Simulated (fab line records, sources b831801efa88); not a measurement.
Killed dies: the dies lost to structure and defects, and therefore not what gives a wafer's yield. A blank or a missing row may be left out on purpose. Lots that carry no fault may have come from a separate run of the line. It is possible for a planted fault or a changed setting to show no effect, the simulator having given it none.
A lot that was struck, set against a sound lot -- flow sky130 -- 44 steps out of a route of 708
Sound: these wafers, L983.1, L983.3, L983.6. Struck: wafer L995.5 (left out: L995.3, a lot-mate that was not struck); the cause follows at the end.
At each step with rows: each side's tool, then ch and its chambers, then its first start. Under that, the readings that differ: sound wafers -- struck wafers -- difference of the means -- sigmas: that difference in standard deviations of wafers without a fault.
alike: a reading whose means differ by less than 2 such deviations, as well as words and numbers matching on both sides. not compared: withheld readings; readings where some wafer has no value; bounds like >300 that might hide an equal value; numbers whose values overlap and for which the record gives no deviation.
Wherever a step has rows on one side only, a row that says differs or no value, or a row with sigmas, the two part there. When numbers do not overlap yet have no deviation, they are printed without sigmas and do not part them. A reading missing from all wafers of one side parts the sides only when that side holds two or more wafers.

first, 4 steps without rows for these wafers: SKY_VIA2_STRIP_17 (strips in post etch residue remover, time 1200 s); SKY_VIA2_CLEAN_18 (cleans in IPA, time 180 s); SKY_VIA2_CLEAN_19 (cleans in O3/DIW); SKY_VIA2_SPUTTER_20 (material TiN, target thk 20 nm, time 80 s).
SKY_VIA2_CVD_21: deposits W, target thk 420 nm, time 126.4 s.
  sound on cvd-w-02 ch 1, day 38 05:50; struck on cvd-w-02 ch 1, day 41 14:47
  alike: heater-power-w
SKY_VIA2_RS_MEAS_22: uses a four-point probe to measure.
  struck on film-metro-02, day 41 14:55; sound on film-metro-04, day 38 05:58
  alike: VIA2_W_RS
SKY_VIA2_THK_MEAS_23: measures by xrf.
  struck on film-metro-02, day 41 15:01; sound on film-metro-04, day 38 06:05
  alike: VIA2_W_THK
then, 2 steps without rows for these wafers: SKY_VIA2_CMP_24 (polishes, stops on SiO2, t overpolish 20 s, target thk 0 nm); SKY_METAL3_SPUTTER_00 (material Ti, target thk 15 nm, time 10 s).
SKY_METAL3_SPUTTER_01: material TiN, target thk 20 nm, time 16.7 s.
  struck on pvd-sputter-02, day 41 15:22; sound on pvd-sputter-03, day 38 06:29
  alike: throttle-valve-pct
then, 1 step without rows for these wafers: SKY_METAL3_SPUTTER_02 (material AlCu, target thk 735 nm, time 39.1 s).
SKY_METAL3_SPUTTER_03: material Ti, target thk 5 nm, time 3.3 s.
  struck on pvd-sputter-02, day 41 15:26; sound on pvd-sputter-03, day 38 06:32
  alike: throttle-valve-pct
SKY_METAL3_SPUTTER_04: material TiN, target thk 70 nm, time 58.3 s.
  struck on pvd-sputter-02, day 41 15:27; sound on pvd-sputter-03, day 38 06:34
reading,sound,struck,difference,sigmas
model.TiN_of_METAL3_SPUTTER_04.thk-nm (nm),70.2 71.06 70.57,20.99,-49.62,
  alike: throttle-valve-pct
SKY_CAPM_CVD_00: deposits SiO2, target thk 15.5 nm.
  sound on pecvd-04 ch 0,2, day 38 06:37; struck on pecvd-04 ch 0, day 41 15:30
  alike: heater-power-w
SKY_CAPM_THK_MEAS_01:
  struck on film-metro-02, day 41 15:32; sound on film-metro-02, day 38 06:38
  alike: CAPM_CVD_00_THK
SKY_CAPM_SPUTTER_02: material TiN, target thk 200 nm, time 166.7 s.
  struck on pvd-sputter-01, day 41 15:35; sound on pvd-sputter-02, day 38 06:41
  alike: substrate-temp-c, throttle-valve-pct
SKY_CAPM_RS_MEAS_03: uses a four-point probe to measure.
  struck on film-metro-01, day 41 15:44; sound on film-metro-03, day 38 06:48
  alike: CAPM_TIN_RS
SKY_CAPM_THK_MEAS_04: measures by xrf.
  struck on film-metro-01, day 41 15:50; sound on film-metro-03, day 38 06:55
reading,sound,struck,difference,sigmas
CAPM_TIN_THK (nm),196.3 194.2 196.0,202.9,+7.4,+3
then, 7 steps without rows for these wafers: SKY_CAPM_DEHYDRATE_05 (time 60 s); SKY_CAPM_HMDS_06 (prime time 60 s); SKY_CAPM_COAT_07 (resist thk 1140 nm); SKY_CAPM_SOFTBAKE_08 (time 60 s); SKY_CAPM_EXPOSE_09 (exposes mask CAPM, target cd 1000 nm); SKY_CAPM_PEB_10; SKY_CAPM_DEVELOP_11 (develop time 60 s).
SKY_CAPM_OVL_MEAS_12:
  struck on overlay-01, day 42 14:53; sound on overlay-01, day 39 08:04
reading,sound,struck,difference,sigmas
CAPM_OVL (nm),-2.7 -3.3 -4.6,1.2,+4.7,+3
then, 13 steps without rows for these wafers: SKY_CAPM_METAL_ETCH_13 (etches TiN in Cl2/BCl3, stops on SiO2, target depth 220 nm, time 62.9 s); SKY_CAPM_STRIP_14 (strips in O2/N2); SKY_CAPM_STRIP_15 (strips in post etch residue remover, time 1200 s); SKY_CAPM_CLEAN_16 (cleans in IPA, time 180 s); SKY_CAPM_CLEAN_17 (cleans in O3/DIW); SKY_METAL3_DEHYDRATE_05 (time 60 s); SKY_METAL3_HMDS_06 (prime time 60 s); SKY_METAL3_COAT_07 (resist thk 60 nm); SKY_METAL3_COAT_08 (resist thk 1140 nm); SKY_METAL3_SOFTBAKE_09 (time 90 s); SKY_METAL3_EXPOSE_10 (exposes mask MM3, target cd 300 nm); SKY_METAL3_PEB_11; SKY_METAL3_DEVELOP_12 (develop time 60 s).
SKY_METAL3_CD_MEAS_13: target cd 300 nm.
  struck on cd-sem-02, day 43 14:28; sound on cd-sem-02, day 40 09:11
  alike: cd-nm
SKY_METAL3_OVL_MEAS_14:
  struck on overlay-01, day 43 14:34; sound on overlay-01, day 40 09:18
  alike: METAL3_OVL
then, 1 step without rows for these wafers: SKY_METAL3_DESCUM_15 (chemistry O2, time 8 s).
SKY_METAL3_METAL_ETCH_18: etches the open film in Cl2/BCl3, stops on SiO2, target depth 845 nm, time 183.1 s.
  sound on rie-metal-02 ch 0, day 40 09:29; struck on rie-metal-02 ch 0, day 43 14:48
reading,sound,struck,difference,sigmas
oes-product-au (a.u.),0.854 0.866 0.859,0.844,-0.016,-3
  alike: drypump-motor-current-A, throttle-valve-pct
  not compared: rf-hours-counter-h
-- the record jumps here: 6 days lie between the struck wafers' starts before and after (it left off in module METAL3 and takes up again in module PAD_OPEN, whose first step shown is number 708 of the route) --
SKY_PAD_OPEN_PROBE_99:
  struck on prober-01, day 49 21:59; sound on prober-01, day 47 06:47
reading,sound,struck,difference,sigmas
hold,- - -,await-dispo/1.5h/release,no value on the sound wafers,
sort_bin_6_memory (%),7.1 7.7 5.3,3.7,-3.0,-2
model.etest.via3-chain.rc-ohm,9.101 9.336 10.12,8.499,-1.020,
  alike: defect-limited-yield, killed_at_M0_to_M3, killed_at_M4_up, killed-at-contacts, killed-at-front-end, killed-at-other, killed-dies, killed-open, killed-short, sort_bin_3_pad_short, sort_bin_5_function, sort-n-pass, sort-yield-pct

## WHERE THEY PART
Last at SKY_PAD_OPEN_PROBE_99 as far as this record goes, first at SKY_CAPM_THK_MEAS_04.

WHY: what had been put in by the simulator
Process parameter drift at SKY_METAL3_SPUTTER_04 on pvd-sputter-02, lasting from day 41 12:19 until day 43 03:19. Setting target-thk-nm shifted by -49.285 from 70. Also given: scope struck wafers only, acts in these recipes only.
